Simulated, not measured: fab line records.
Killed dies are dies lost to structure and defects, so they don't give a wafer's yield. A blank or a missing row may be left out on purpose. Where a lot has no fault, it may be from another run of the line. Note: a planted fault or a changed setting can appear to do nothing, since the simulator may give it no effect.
What tool caused it? || flow gf180mcu || 21 wafers from 7 lots sampled at 3 of the route's 602 steps

## WHAT THE GAUGES SHOWED, per wafer
GF_TOP_METAL_CD_MEAS_14: the cd target is 440 nm.
{"lot": "L977", "measured": "day 28 00:01", "on": "cd-sem-02", "cd-nm (nm)": "436.7 437.7 438.7"}
{"lot": "L986", "measured": "day 31 05:25", "on": "cd-sem-01", "cd-nm (nm)": "441.2 443.3 440.8"}
{"lot": "L988", "measured": "day 31 19:11", "on": "cd-sem-01", "cd-nm (nm)": "438.4 436.2 438.6"}
{"lot": "L993", "measured": "day 33 01:19", "on": "cd-sem-02", "cd-nm (nm)": "437.2 437.7 441.2"}
{"lot": "L995", "measured": "day 33 14:34", "on": "cd-sem-01", "cd-nm (nm)": "437.8 435.1 436.8"}
{"lot": "L997", "measured": "day 34 04:26", "on": "cd-sem-01", "cd-nm (nm)": "442.5 441.9 439.5"}
{"lot": "L999", "measured": "day 34 10:49", "on": "cd-sem-01", "cd-nm (nm)": "441.4 443.4 443.2"}

## TOOL THAT RAN EACH LOT (tool first, then ch and the chambers of the sampled wafers, then the start)
{"lot": "L977", "GF_SAB_CVD_00": "pecvd-01 ch 0,1, day 14 16:18", "GF_TOP_METAL_SPUTTER_02": "pvd-sputter-03, day 27 03:24"}
{"lot": "L986", "GF_SAB_CVD_00": "pecvd-02 ch 0,1,2, day 17 16:35", "GF_TOP_METAL_SPUTTER_02": "pvd-sputter-03, day 30 11:26"}
{"lot": "L988", "GF_SAB_CVD_00": "pecvd-03 ch 1,2, day 18 05:40", "GF_TOP_METAL_SPUTTER_02": "pvd-sputter-01, day 31 01:42"}
{"lot": "L993", "GF_SAB_CVD_00": "pecvd-01 ch 0,2, day 20 06:01", "GF_TOP_METAL_SPUTTER_02": "pvd-sputter-01, day 32 09:07"}
{"lot": "L995", "GF_SAB_CVD_00": "pecvd-02 ch 0,1,2, day 20 23:52", "GF_TOP_METAL_SPUTTER_02": "pvd-sputter-03, day 32 22:05"}
{"lot": "L997", "GF_SAB_CVD_00": "pecvd-03 ch 1,2, day 21 17:24", "GF_TOP_METAL_SPUTTER_02": "pvd-sputter-01, day 33 12:56"}
{"lot": "L999", "GF_SAB_CVD_00": "pecvd-03 ch 1,2, day 22 06:35", "GF_TOP_METAL_SPUTTER_02": "pvd-sputter-02, day 33 19:44"}
- GF_SAB_CVD_00: deposits SiO2 from TEOS, target thk 50 nm, time 4.9302 s.
- GF_TOP_METAL_SPUTTER_02: material AlCu, target thk 900 nm, time 47.82 s.

## THE ANSWER, worked out from the rows above alone
Rule: the usual values come from the lots themselves. Put in order of their means at a reading, lots are off if they are a third of the lots or fewer, leave a main group of 4 or more, and stand apart from it by a gap of 3 or more times the standard deviation of the main group's means; of several such gaps the widest counts. The tables above print the reading to a certain number of digits; a main group whose means all agree to those digits is not used. Also off: a lot with no number at a reading for which 4 or more lots have one. All remaining lots with rows at the step are treated as sound.
No lot is off at any reading shown: from this, nothing can be told.

## WHAT THE SIMULATOR HAD PUT IN
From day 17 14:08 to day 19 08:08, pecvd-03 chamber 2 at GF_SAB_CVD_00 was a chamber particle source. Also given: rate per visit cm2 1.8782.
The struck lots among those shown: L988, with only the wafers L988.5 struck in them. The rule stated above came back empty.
